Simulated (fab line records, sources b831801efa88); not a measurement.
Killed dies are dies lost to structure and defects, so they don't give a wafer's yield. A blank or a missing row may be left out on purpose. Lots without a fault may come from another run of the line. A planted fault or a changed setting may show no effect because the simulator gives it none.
Which tool did it? | flow sky130 | 6 lots, 18 wafers sampled, at 2 steps of a route of 708

WHAT THE GAUGES READ, wafer by wafer
SKY_CAP2M_THK_MEAS_01.
lot  | measured     | on            | CAP2M_CVD_00_THK (nm)
L654 | day 39 20:34 | film_metro-03 | 15.63 15.91 15.59
L656 | day 40 12:44 | film_metro-01 | 15.32 15.22 15.15
L658 | day 41 07:09 | film_metro-03 | 15.14 15.35 15.69
L660 | day 41 20:27 | film_metro-01 | 15.88 15.60 15.75
L662 | day 42 06:20 | film_metro-03 | 15.58 15.67 15.84
L674 | day 45 16:11 | film_metro-03 | 15.43 15.64 15.44

WHICH TOOL RAN EACH LOT (tool, then ch and the chambers of the sampled wafers, then the start)
lot  | SKY_CAP2M_CVD_00
L654 | pecvd-02 ch 0,1, day 39 20:32
L656 | pecvd-01 ch 0,1, day 40 12:42
L658 | pecvd-01 ch 1,2, day 41 07:07
L660 | pecvd-04 ch 0,1, day 41 20:25
L662 | pecvd-02 ch 0,2, day 42 06:19
L674 | pecvd-02 ch 0,1,2, day 45 16:10
- SKY_CAP2M_CVD_00: deposits SiO2, target thk 15.5 nm.

THE ANSWER, worked out from the rows above alone
Rule: what is usual is taken from the lots themselves. Put in order of their means at a reading, lots are off if they are a third of the lots or fewer, leave a main group of 4 or more, and stand apart from it by a gap of 3 or more times the standard deviation of the main group's means; of several such gaps the widest counts. A main group whose means are all the same, to the digits that the tables above print for the reading, isn't used. A lot without any number at a reading at which 4 lots or more have one is off too. The other lots that the step has rows for count as sound.
No lot is off at any reading shown: from this, nothing can be told.

WHAT THE SIMULATOR HAD PUT IN
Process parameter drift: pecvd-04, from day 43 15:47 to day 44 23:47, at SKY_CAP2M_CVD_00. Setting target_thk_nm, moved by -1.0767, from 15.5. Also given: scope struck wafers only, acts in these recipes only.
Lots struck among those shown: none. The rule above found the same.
